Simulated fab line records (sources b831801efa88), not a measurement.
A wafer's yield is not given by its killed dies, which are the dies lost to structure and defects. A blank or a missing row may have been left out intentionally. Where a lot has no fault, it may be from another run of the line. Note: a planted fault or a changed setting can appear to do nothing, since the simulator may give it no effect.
Which tool is to blame? ; flow gf180mcu ; 11 lots, 33 wafers sampled, at 6 steps of a route of 602

## WHAT EACH GAUGE READ, for each wafer
GF_STI_THK_MEAS_02.
lot;measured;on;STI_OXIDATION_THK (nm)
L493;day 1 12:40;film metro-02;10.11 10.18 10.18
L495;day 1 21:32;film metro-04;9.99 9.90 10.04
L497;day 2 09:19;film metro-04;9.78 9.99 10.03
L498;day 2 13:57;film metro-02;9.99 10.16 10.04
L507;day 4 09:32;film metro-04;10.27 9.95 10.04
L508;day 4 14:50;film metro-04;10.18 10.24 10.08
L509;day 4 19:31;film metro-04;10.06 10.03 9.84
L510;day 5 00:32;film metro-04;10.04 10.03 10.11
L511;day 5 05:57;film metro-04;10.16 10.33 10.24
L512;day 5 12:08;film metro-01;9.99 9.84 9.80
L516;day 6 07:01;film metro-01;10.21 10.06 9.93

GF_VT_IMPLANT_RS_MEAS_47: measures by four-point-probe.
lot;measured;on;NWELL_RS (ohm/sq)
L493;day 7 13:29;film metro-03;486.7 487.6 486.7
L495;day 8 04:29;film metro-01;486.0 486.9 487.6
L497;day 8 16:08;film metro-03;486.5 486.4 486.6
L498;day 8 22:54;film metro-01;488.6 488.6 487.7
L507;day 11 10:26;film metro-03;476.6 476.7 476.6 477.4 476.7 476.8
L508;day 11 21:26;film metro-03;475.4 476.7 477.1 476.0 475.5 477.3
L509;day 12 05:14;film metro-01;476.3 478.3 477.5 476.8 476.9 477.6
L510;day 12 08:10;film metro-02;488.8 489.6 488.2
L511;day 12 14:43;film metro-03;488.2 488.7 488.5
L512;day 12 19:23;film metro-01;488.6 489.4 488.8
L516;day 14 00:47;film metro-01;486.7 486.8 487.2

GF_VT_IMPLANT_RS_MEAS_48: measures by four-point-probe.
lot;measured;on;LVPWELL_RS (ohm/sq)
L493;day 7 13:36;film metro-03;1197.1 1197.9 1201.6
L495;day 8 04:37;film metro-01;1198.0 1197.3 1198.1
L497;day 8 16:16;film metro-03;1194.8 1193.4 1192.8
L498;day 8 23:01;film metro-01;1188.9 1196.5 1193.8
L507;day 11 12:53;film metro-03;1195.1 1194.2 1194.5
L508;day 11 23:20;film metro-03;1194.8 1193.9 1196.7
L509;day 12 10:26;film metro-01;1197.0 1196.2 1194.8
L510;day 12 08:17;film metro-02;1194.0 1195.6 1199.0
L511;day 12 14:50;film metro-03;1197.6 1196.0 1198.5
L512;day 12 19:30;film metro-01;1196.9 1199.7 1195.5
L516;day 14 00:55;film metro-01;1195.1 1195.6 1195.9

## WHAT TOOL EACH LOT RAN ON (gives the tool, then ch and the chambers of the sampled wafers, and finally the start)
lot;GF_STI_ETCH_14;GF_DNWELL_STRIP_08;GF_NWELL_IMPLANT_08
L493;rie si-01 ch 1,2, day 2 02:50;plasma asher-03 ch 0,1, day 2 19:38;implanter-02 ch 0, day 3 07:51
L495;rie si-02 ch 0,2,3, day 2 11:20;plasma asher-03 ch 0,1, day 3 07:22;implanter-03 ch 0, day 3 20:30
L497;rie si-02 ch 0,3, day 3 00:04;plasma asher-02 ch 0,1, day 3 17:04;implanter-02 ch 0, day 4 04:49
L498;rie si-01 ch 0,2,3, day 3 04:20;plasma asher-03 ch 0,1, day 3 21:49;implanter-03 ch 0, day 4 10:32
L507;rie si-02 ch 2,3, day 5 01:31;plasma asher-03 ch 0,1, day 5 21:02;implanter-03 ch 0, day 6 12:04
L508;rie si-01 ch 1,2, day 5 07:02;plasma asher-01 ch 0,1, day 6 04:56;implanter-03 ch 0, day 6 20:07
L509;rie si-02 ch 0,2,3, day 5 11:31;plasma asher-02 ch 0,1, day 6 11:07;implanter-03 ch 0, day 7 02:40
L510;rie si-02 ch 0,1,3, day 5 16:40;plasma asher-01 ch 0,1, day 6 14:59;implanter-02 ch 0, day 7 06:18
L511;rie si-02 ch 0,1,2, day 5 22:07;plasma asher-03 ch 0,1, day 6 18:53;implanter-02 ch 0, day 7 10:42
L512;rie si-02 ch 0,1,3, day 6 04:32;plasma asher-01 ch 0,1, day 7 00:25;implanter-04 ch 0, day 7 15:52
L516;rie si-02 ch 0,1,2, day 7 01:34;plasma asher-03 ch 0,1, day 7 22:07;implanter-02 ch 0, day 8 14:13
- GF_STI_ETCH_14: etches Si in HBr/Cl2/O2, target depth 360 nm, time 102.9 s.
- GF_DNWELL_STRIP_08: strips in O2/N2.
- GF_NWELL_IMPLANT_08

## AS READ BY THE TOOLS THEMSELVES (means over the sampled wafers that have a number; for cases with no such wafer, the mark the record gives instead)
GF_STI_ETCH_14.
lot;tool;chamber pressure mTorr (mTorr);drypump motor current A (A);oes product au (a.u.);throttle valve pct (%)
L493;rie si-01;15.000;5.6;0.995;25.655
L495;rie si-02;15.005;5.6;0.999;25.661
L497;rie si-02;14.994;5.6;0.999;25.663
L498;rie si-01;15.016;6.2;1.007;25.651
L507;rie si-02;15.012;6.1;0.996;25.660
L508;rie si-01;14.997;5.6;0.994;25.660
L509;rie si-02;15.003;5.6;0.995;25.656
L510;rie si-02;15.000;5.5;0.998;25.664
L511;rie si-02;15.011;5.5;0.999;25.660
L512;rie si-02;15.005;5.5;0.996;25.659
L516;rie si-02;15.009;5.6;1.001;25.657

GF_DNWELL_STRIP_08.
lot;tool;chamber pressure mTorr (mTorr);drypump motor current A (A);heater power w (W);oes product au (a.u.);strip time to endpoint s (s)
L493;plasma asher-03;1500.5;5.6;333;0.725;36.98
L495;plasma asher-03;1500.1;5.5;378;0.723;36.90
L497;plasma asher-02;1500.4;5.9;360;0.723;36.80
L498;plasma asher-03;1500.2;5.5;381;0.719;36.94
L507;plasma asher-03;1500.8;5.5;376;0.721;37.03
L508;plasma asher-01;1501.4;5.3;350;0.721;37.09
L509;plasma asher-02;1501.4;5.9;360;0.723;37.08
L510;plasma asher-01;1499.8;5.3;343;0.725;37.05
L511;plasma asher-03;1499.8;5.5;379;0.722;37.02
L512;plasma asher-01;1499.4;5.2;351;0.723;36.99
L516;plasma asher-03;1499.9;5.5;381;0.723;36.94

GF_NWELL_IMPLANT_08.
lot;tool;beam energy keV;tilt deg (degrees)
L493;implanter-02;450.07;-0.004
L495;implanter-03;450.11;-0.002
L497;implanter-02;449.93;-0.009
L498;implanter-03;449.97;-0.007
L507;implanter-03;501.21;0.001
L508;implanter-03;501.22;0.007
L509;implanter-03;501.11;0.008
L510;implanter-02;449.95;0.027
L511;implanter-02;449.93;0.020
L512;implanter-04;450.21;-0.019
L516;implanter-02;450.06;0.002

## THE ANSWER, worked out from the rows above alone
Rule: the usual values come from the lots themselves. The widest of any qualifying gaps counts: lots, ordered by their means at a reading, are off when they make up no more than a third of the lots, leave a main group of 4 or more, and stand apart from it by 3 or more times the standard deviation of that group's means. A main group is skipped when, at the precision printed for the reading in the tables above, its means are all equal. A lot without any number at a reading at which 4 lots or more have one is off too. All remaining lots with rows at the step are treated as sound. First the gauges in route order, then the tools' own readings, where a lot's mean is used as printed above. At the first step where some lot is off, the reading lying furthest off is the one used; lots without a number count as furthest.
Off: L507, L508, L509, seen at GF_VT_IMPLANT_RS_MEAS_47 (NWELL_RS). For the main group the mean is 487.7 ohm/sq and the standard deviation 0.95.
A tool fits if, at a process step before that reading, it ran every lot that is off, and no sound lot after the first of them. The gauges at GF_VT_IMPLANT_RS_MEAS_47 aren't tried: what is off there is off at GF_NWELL_IMPLANT_08 too, on other tools, and a gauge's error can't cause that. One fits: implanter-03 at GF_NWELL_IMPLANT_08. A fault onset in the window from L498 (day 4 10:32, its last sound lot) to L507 (day 6 12:04, its first lot off) fits.
The tool's own readings at GF_NWELL_IMPLANT_08 bear it out: on the lots that are off they differ by more than 5 times the standard deviation of the sound lots' means. beam energy keV reads 501.18 there against 450.03 on the sound lots.

## WHAT HAD BEEN PUT IN BY THE SIMULATOR
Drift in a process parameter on implanter-03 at GF_NWELL_IMPLANT_08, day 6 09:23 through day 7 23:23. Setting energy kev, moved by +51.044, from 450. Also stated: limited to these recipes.
Lots struck among those shown: L507, L508, L509. This agrees with what the rule above found.
